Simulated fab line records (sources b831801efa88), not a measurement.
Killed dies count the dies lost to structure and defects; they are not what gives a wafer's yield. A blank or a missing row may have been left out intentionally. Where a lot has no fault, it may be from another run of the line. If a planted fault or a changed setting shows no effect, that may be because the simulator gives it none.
fab line records	flow gf180mcu
record lots=13	wafers=39	last_day=34
route steps=602 shown STI@23 NWELL@51 LVPWELL@64 MVSD@73
lots with no fault: from the same line, run without faults
start_h: start of the lot's first displayed wafer, in hours after the record's first day	wait_h: hours since the lot's step before	" unchanged from the row above	L1.1+2: a single row standing in for several wafers	- no value, or no start was given	* or withheld: withheld	< > ~ a bound
route shown NAME@n: NAME is a module with steps in the file, n the number in the route of the first one	usual: average and standard deviation across the fault-free wafers	same: alike in all rows	chamber/n: place in a boat	sites: each site's reading	_std_site: standard deviation of those values	_edge_site: outer sites' mean less inner sites'	radius_mm: for every site, how far away it sits from the centre of the wafer	mask NAME#n: copy n	behind: the last tool/chamber to shape the wafer	hold: reason for holding the lot/hours on hold/outcome of the hold	device: names the non-switching transistor (n, p or np)	end of line: tests run on the same wafers once the route is complete	a step with no rows: only its recipe	killed: dies lost to structure and defects at the first sort, not the wafer's yield	map: shows each die of a wafer: x if killed, . if not, _ if none is there
set.NAME: the setting that was run; set.NAME@STEP: the one run at that earlier step	model.NAME: the simulator's own value behind a step, which no gauge read
route steps across a sampled set of lots; one table per step, one row per wafer
services: when a tool's chamber went out of use (start_h, in hours from the record's first day, below 0 if earlier), for how many hours, and the reason
## steps
# step GF_STI_THK_MEAS_22
# recipe reads=SiO2_of_STI_OXIDATION_21
# usual STI_OXIDATION_01_THK=15.12/0.29
lot.wafer	tool	chamber	start_h	wait_h	STI_OXIDATION_01_THK[nm]
L136.1	film_metro-03	-	33.06	0.0	14.93
L136.2	"	-	"	"	14.93
L136.6	"	-	"	"	14.92
L141.3	film_metro-04	-	59.03	0.0	14.56
L141.5	"	-	"	"	14.63
L141.6	"	-	"	"	14.64
L143.2	film_metro-03	-	72.08	0.0	15.04
L143.4	"	-	"	"	15.24
L143.5	"	-	"	"	15.13
L144.1	film_metro-01	-	75.98	0.0	15.36
L144.2	"	-	"	"	15.33
L144.6	"	-	"	"	15.41
L146.1	film_metro-04	-	89.42	0.0	15.27
L146.3	"	-	"	"	15.47
L146.6	"	-	"	"	15.35
L147.3	film_metro-01	-	93.46	0.0	15.63
L147.5	"	-	"	"	15.28
L147.6	"	-	"	"	15.44
L150.1	film_metro-04	-	109.61	0.0	14.90
L150.3	"	-	"	"	14.76
L150.4	"	-	"	"	14.59
L152.2	film_metro-04	-	118.91	0.0	14.92
L152.3	"	-	"	"	15.05
L152.6	"	-	"	"	15.21
L153.1	film_metro-04	-	123.40	0.0	14.72
L153.2	"	-	"	"	14.67
L153.3	"	-	"	"	14.73
L154.1	film_metro-01	-	128.76	0.0	14.67
L154.3	"	-	"	"	14.85
L154.6	"	-	"	"	14.77
L155.1	film_metro-04	-	135.01	0.0	15.32
L155.4	"	-	"	"	14.98
L155.5	"	-	"	"	14.86
L156.1	film_metro-04	-	136.13	0.0	15.06
L156.3	"	-	"	"	14.86
L156.4	"	-	"	"	14.83
L157.2	film_metro-03	-	141.22	0.0	14.74
L157.4	"	-	"	"	14.70
L157.5	"	-	"	"	14.83
# step GF_NWELL_IMPLANT_09
# recipe species=P	energy_kev=160	dose_cm2=4e+12	tilt_deg=0
# usual end_station_pressure_torr=5.04e-06/2.7e-07	tilt_deg=0.000/0.021
lot.wafer	tool	chamber	start_h	wait_h	end_station_pressure_torr	tilt_deg
L136.1	implanter-04	0	60.79	0.1	4.48e-06	-0.005
L136.2	"	0	"	"	5.51e-06	0.004
L136.6	"	0	"	"	4.61e-06	-0.027
L141.3	implanter-04	0	89.44	0.1	5.29e-06	-0.019
L141.5	"	0	"	"	5.07e-06	-0.005
L141.6	"	0	"	"	5.2e-06	-0.029
L143.2	implanter-04	0	106.72	0.1	4.98e-06	0.009
L143.4	"	0	"	"	4.68e-06	-0.024
L143.5	"	0	"	"	5.1e-06	-0.013
L144.1	implanter-02	0	107.04	0.1	5.4e-06	0.008
L144.2	"	0	"	"	5.1e-06	0.022
L144.6	"	0	"	"	5.06e-06	0.046
L146.1	implanter-02	0	123.19	0.1	4.75e-06	0.031
L146.3	"	0	"	"	4.86e-06	0.011
L146.6	"	0	"	"	4.68e-06	-0.014
L147.3	implanter-04	0	127.60	0.1	5.08e-06	-0.020
L147.5	"	0	"	"	5.04e-06	-0.019
L147.6	"	0	"	"	4.81e-06	-0.035
L150.1	implanter-02	0	147.59	0.1	4.71e-06	0.009
L150.3	"	0	"	"	5.1e-06	-0.003
L150.4	"	0	"	"	4.87e-06	0.026
L152.2	implanter-02	0	152.12	0.1	5.31e-06	2.748
L152.3	"	0	"	"	5.42e-06	2.770
L152.6	"	0	"	"	4.84e-06	2.742
L153.1	implanter-04	0	156.85	0.1	5.07e-06	-0.003
L153.2	"	0	"	"	5.27e-06	0.017
L153.3	"	0	"	"	5.58e-06	0.016
L154.1	implanter-02	0	163.49	0.1	5.05e-06	2.734
L154.3	"	0	"	"	5.48e-06	2.718
L154.6	"	0	"	"	4.59e-06	2.726
L155.1	implanter-02	0	168.94	0.1	5.38e-06	2.763
L155.4	"	0	"	"	5.12e-06	2.781
L155.5	"	0	"	"	5.28e-06	2.779
L156.1	implanter-04	0	170.99	0.1	4.76e-06	-0.034
L156.3	"	0	"	"	4.9e-06	-0.009
L156.4	"	0	"	"	4.95e-06	-0.003
L157.2	implanter-04	0	176.62	0.1	4.7e-06	-0.021
L157.4	"	0	"	"	4.96e-06	-0.001
L157.5	"	0	"	"	5.67e-06	-0.013
# step GF_LVPWELL_STRIP_10
# recipe chemistry=O2/N2	power_w=1400	pressure_mtorr=1500	platen_temp_c=250	o2_flow_sccm=3000	n2_flow_sccm=300	overash_fraction=0.5
# usual drypump_motor_current_A=5.3/0.51	heater_power_w=321/17	oes_product_au=0.723/0.0046	strip_time_to_endpoint_s=36.94/0.095
lot.wafer	tool	chamber	start_h	wait_h	drypump_motor_current_A	heater_power_w	oes_product_au	rf_hours_counter_h	strip_time_to_endpoint_s
L136.1	plasma_asher-03	1	73.19	0.1	5.2	334	0.729	48	36.93
L136.2	"	0	"	"	4.6	328	0.728	48	36.84
L136.6	"	1	"	"	5.2	326	0.718	-	37.04
L141.3	plasma_asher-01	0	103.78	0.1	5.6	349	0.724	-	37.04
L141.5	"	1	"	"	6.1	362	0.729	-	36.90
L141.6	"	0	"	"	5.6	330	0.730	-	37.00
L143.2	plasma_asher-04	1	120.44	0.1	6.0	307	0.710	45	36.87
L143.4	"	1	"	"	6.0	301	0.719	-	36.93
L143.5	"	0	"	"	5.1	341	0.720	-	37.01
L144.1	plasma_asher-03	1	121.14	0.1	5.2	314	0.722	0	36.96
L144.2	"	0	"	"	4.7	318	0.719	0	37.04
L144.6	"	0	"	"	4.7	320	0.718	-	37.05
L146.1	plasma_asher-04	1	138.39	0.1	6.0	296	0.725	47	36.82
L146.3	"	1	"	"	6.0	286	0.718	-	36.87
L146.6	"	1	"	"	6.0	300	0.730	-	36.91
L147.3	plasma_asher-03	1	142.78	0.1	5.2	310	0.722	-	36.93
L147.5	"	0	"	"	4.6	314	0.722	-	37.09
L147.6	"	1	"	"	5.2	311	0.727	-	37.05
L150.1	plasma_asher-03	1	163.94	0.1	5.2	311	0.723	5	36.80
L150.3	"	0	"	"	4.6	318	0.715	-	36.76
L150.4	"	1	"	"	5.2	311	0.722	-	36.67
L152.2	plasma_asher-04	1	168.09	0.1	6.0	301	0.727	50	36.82
L152.3	"	0	"	"	5.0	337	0.722	-	36.86
L152.6	"	1	"	"	6.0	303	0.723	-	36.88
L153.1	plasma_asher-03	1	172.85	0.1	5.2	311	0.720	6	36.90
L153.2	"	0	"	"	4.7	306	0.719	6	37.00
L153.3	"	0	"	"	4.7	314	0.721	-	36.94
L154.1	plasma_asher-04	1	180.55	0.1	6.0	303	0.717	51	36.90
L154.3	"	1	"	"	6.0	302	0.715	-	37.00
L154.6	"	1	"	"	6.0	301	0.724	-	36.94
L155.1	plasma_asher-03	1	185.49	0.1	5.2	314	0.725	7	36.97
L155.4	"	1	"	"	5.2	312	0.719	-	37.00
L155.5	"	0	"	"	4.7	317	0.724	-	36.92
L156.1	plasma_asher-03	1	187.40	0.1	5.2	309	0.733	7	36.95
L156.3	"	1	"	"	5.2	319	0.724	-	36.97
L156.4	"	0	"	"	4.6	316	0.726	-	36.99
L157.2	plasma_asher-01	0	193.29	0.1	5.6	341	0.725	38	36.77
L157.4	"	0	"	"	5.6	343	0.719	-	36.92
L157.5	"	0	"	"	5.6	334	0.721	-	36.86
# step GF_MVSD_OVL_MEAS_07
# usual MVSD_OVL=0.8/1.3
lot.wafer	tool	chamber	start_h	wait_h	MVSD_OVL[nm]
L136.1	overlay-01	-	85.61	-	0.2
L136.2	"	-	"	"	-0.9
L136.6	"	-	"	"	-3.0
L141.3	overlay-02	-	117.67	-	3.1
L141.5	"	-	"	"	0.8
L141.6	"	-	"	"	2.7
L143.2	overlay-01	-	135.67	-	-0.4
L143.4	"	-	"	"	-0.2
L143.5	"	-	"	"	0.4
L144.1	overlay-02	-	136.11	-	1.0
L144.2	"	-	"	"	1.2
L144.6	"	-	"	"	2.1
L146.1	overlay-02	-	153.65	-	-0.7
L146.3	"	-	"	"	1.4
L146.6	"	-	"	"	-1.6
L147.3	overlay-01	-	158.57	-	0.1
L147.5	"	-	"	"	1.1
L147.6	"	-	"	"	-0.2
L150.1	overlay-02	-	180.35	-	0.9
L150.3	"	-	"	"	0.7
L150.4	"	-	"	"	1.4
L152.2	overlay-01	-	184.07	-	-0.3
L152.3	"	-	"	"	-0.5
L152.6	"	-	"	"	0.1
L153.1	overlay-01	-	188.96	-	1.3
L153.2	"	-	"	"	0.1
L153.3	"	-	"	"	-1.3
L154.1	overlay-01	-	196.26	-	0.3
L154.3	"	-	"	"	0.4
L154.6	"	-	"	"	3.5
L155.1	overlay-01	-	202.21	-	1.4
L155.4	"	-	"	"	0.8
L155.5	"	-	"	"	0.2
L156.1	overlay-01	-	204.25	-	0.8
L156.3	"	-	"	"	1.6
L156.4	"	-	"	"	0.6
L157.2	overlay-02	-	210.97	-	0.5
L157.4	"	-	"	"	0.9
L157.5	"	-	"	"	1.3
# step GF_VT_IMPLANT_RS_MEAS_47
# recipe thk_meas_gauge=four-point-probe
# usual NWELL_RS=487.9/1.5
lot.wafer	tool	chamber	start_h	wait_h	NWELL_RS[ohm/sq]
L136.1	film_metro-03	-	158.53	0.1	488.5
L136.2	"	-	"	"	487.8
L136.6	"	-	"	"	488.6
L141.3	film_metro-02	-	197.51	0.1	486.4
L141.5	"	-	"	"	484.6
L141.6	"	-	"	"	486.3
L143.2	film_metro-03	-	218.54	0.1	487.5
L143.4	"	-	"	"	488.1
L143.5	"	-	"	"	488.8
L144.1	film_metro-03	-	219.78	0.1	485.2
L144.2	"	-	"	"	486.4
L144.6	"	-	"	"	487.3
L146.1	film_metro-03	-	239.22	0.1	488.4
L146.3	"	-	"	"	487.4
L146.6	"	-	"	"	487.7
L147.3	film_metro-02	-	245.47	0.1	488.0
L147.5	"	-	"	"	488.0
L147.6	"	-	"	"	487.7
L150.1	film_metro-02	-	269.99	0.1	488.7
L150.3	"	-	"	"	486.5
L150.4	"	-	"	"	489.0
L152.2	film_metro-03	-	274.34	0.1	479.0
L152.3	"	-	"	"	481.5
L152.6	"	-	"	"	481.2
L153.1	film_metro-02	-	280.62	0.1	491.2
L153.2	"	-	"	"	490.0
L153.3	"	-	"	"	489.5
L154.1	film_metro-03	-	288.73	0.1	482.2
L154.3	"	-	"	"	480.6
L154.6	"	-	"	"	480.3
L155.1	film_metro-03	-	295.98	0.1	476.4
L155.4	"	-	"	"	477.7
L155.5	"	-	"	"	477.4
L156.1	film_metro-02	-	298.78	0.1	486.5
L156.3	"	-	"	"	486.5
L156.4	"	-	"	"	485.3
L157.2	film_metro-02	-	306.10	0.1	485.4
L157.4	"	-	"	"	485.6
L157.5	"	-	"	"	485.5
## services
tool	chamber	start_h	hours	kind
plasma_asher-03	-	45.60	1.9	repair
implanter-04	-	55.03	1.4	repair
implanter-02	-	84.93	2.9	repair
plasma_asher-04	-	101.16	1.5	repair
plasma_asher-03	-	108.75	9.0	pm
plasma_asher-03	0	108.75	9.0	vent_cycle
plasma_asher-03	1	108.75	9.0	vent_cycle
plasma_asher-03	0	117.75	-	clean
plasma_asher-03	1	117.75	-	clean
plasma_asher-01	-	123.77	2.8	pm
plasma_asher-04	-	159.66	1.0	repair
implanter-02	-	164.08	2.5	repair
plasma_asher-03	-	164.94	0.5	repair
plasma_asher-03	-	182.87	0.6	repair
plasma_asher-04	-	183.11	2.8	pm
## key
first_sign step=GF_NWELL_IMPLANT_09	reading=tilt_deg	direction=up	sigmas=99+	usual=0.000	struck=2.751
effect step=GF_VT_IMPLANT_RS_MEAS_47	reading=NWELL_RS	direction=down	sigmas=5.4	usual=487.9	struck=479.6
met_at GF_NWELL_IMPLANT_09
struck_lots L152,L154,L155
tester_left_out L152,L154,L155
not_acting_at GF_STI_THK_MEAS_22,GF_LVPWELL_STRIP_10,GF_MVSD_OVL_MEAS_07
onset_between 147.59 152.12
fault kind=process_parameter_drift	tool=implanter-02	chamber=-	onset_h=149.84	steps=GF_NWELL_IMPLANT_09	channel=tilt_deg	offset=2.7534	shape=step	end_h=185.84	acts_in=these_recipes_only	stated=0
# tester_left_out: of these lots the tester's yield and bins aren't shown, on N5 and GAA mostly nor the transistor test; their killed dies are dies lost to structure and defects alone, not to doping, threshold or leakage, so they don't give the yield
